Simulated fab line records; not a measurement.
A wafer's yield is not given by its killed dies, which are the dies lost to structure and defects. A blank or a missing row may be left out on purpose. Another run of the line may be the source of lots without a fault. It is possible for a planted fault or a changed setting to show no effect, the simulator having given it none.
The tool behind it: which one? :: flow gf180mcu :: 20 wafers from 7 lots sampled at 2 of the route's 602 steps

## WHAT THE GAUGES READ, wafer by wafer
GF_M3_CD_MEAS_14 targets a cd of 280 nm.
lot: L622
measured: day 21 16:54
on: cd sem-02
cd nm (nm): 282.0 280.5 281.2

lot: L625
measured: day 22 14:19
on: cd sem-02
cd nm (nm): 278.6 278.9 279.2

lot: L628
measured: day 23 16:38
on: cd sem-02
cd nm (nm): 279.3 280.4 279.7

lot: L630
measured: day 24 10:42
on: cd sem-02
cd nm (nm): 281.8 281.8 281.5

lot: L636
measured: day 26 09:10
on: cd sem-01
cd nm (nm): 281.1 281.8 280.5

lot: L638
measured: day 27 08:35
on: cd sem-01
cd nm (nm): 278.9 279.3

lot: L643
measured: day 29 00:24
on: cd sem-01
cd nm (nm): 278.7 280.0 278.4

## EACH LOT AND THE TOOL THAT RAN IT (in order: tool; ch and the chambers of the sampled wafers; start)
lot: L622
GF_SAB_ETCH_11: rie diel-01 ch 0,1,3, day 15 11:29

lot: L625
GF_SAB_ETCH_11: rie diel-01 ch 0,2, day 16 08:58

lot: L628
GF_SAB_ETCH_11: rie diel-02 ch 2,3, day 17 09:48

lot: L630
GF_SAB_ETCH_11: rie diel-04 ch 0,1,3, day 18 04:33

lot: L636
GF_SAB_ETCH_11: rie diel-01 ch 0,1,2, day 20 08:41

lot: L638
GF_SAB_ETCH_11: rie diel-01 ch 0,2, day 21 12:11

lot: L643
GF_SAB_ETCH_11: rie diel-04 ch 1,2, day 23 08:02
- GF_SAB_ETCH_11: etches SiO2 in C4F8/O2/Ar, target depth 55 nm, time 8.5 s.

## THE ANSWER, worked out from the rows above alone
Rule: usual is defined by the lots themselves. Put in order of their means at a reading, lots are off if they are a third of the lots or fewer, leave a main group of 4 or more, and stand apart from it by a gap of 3 or more times the standard deviation of the main group's means; of several such gaps the widest counts. A main group is skipped when, at the precision printed for the reading in the tables above, its means are all equal. A lot without any number at a reading at which 4 lots or more have one is off too. All remaining lots with rows at the step are treated as sound.
No lot is off on any of the readings shown, so nothing can be concluded from this.

## WHAT THE SIMULATOR HAD PUT IN
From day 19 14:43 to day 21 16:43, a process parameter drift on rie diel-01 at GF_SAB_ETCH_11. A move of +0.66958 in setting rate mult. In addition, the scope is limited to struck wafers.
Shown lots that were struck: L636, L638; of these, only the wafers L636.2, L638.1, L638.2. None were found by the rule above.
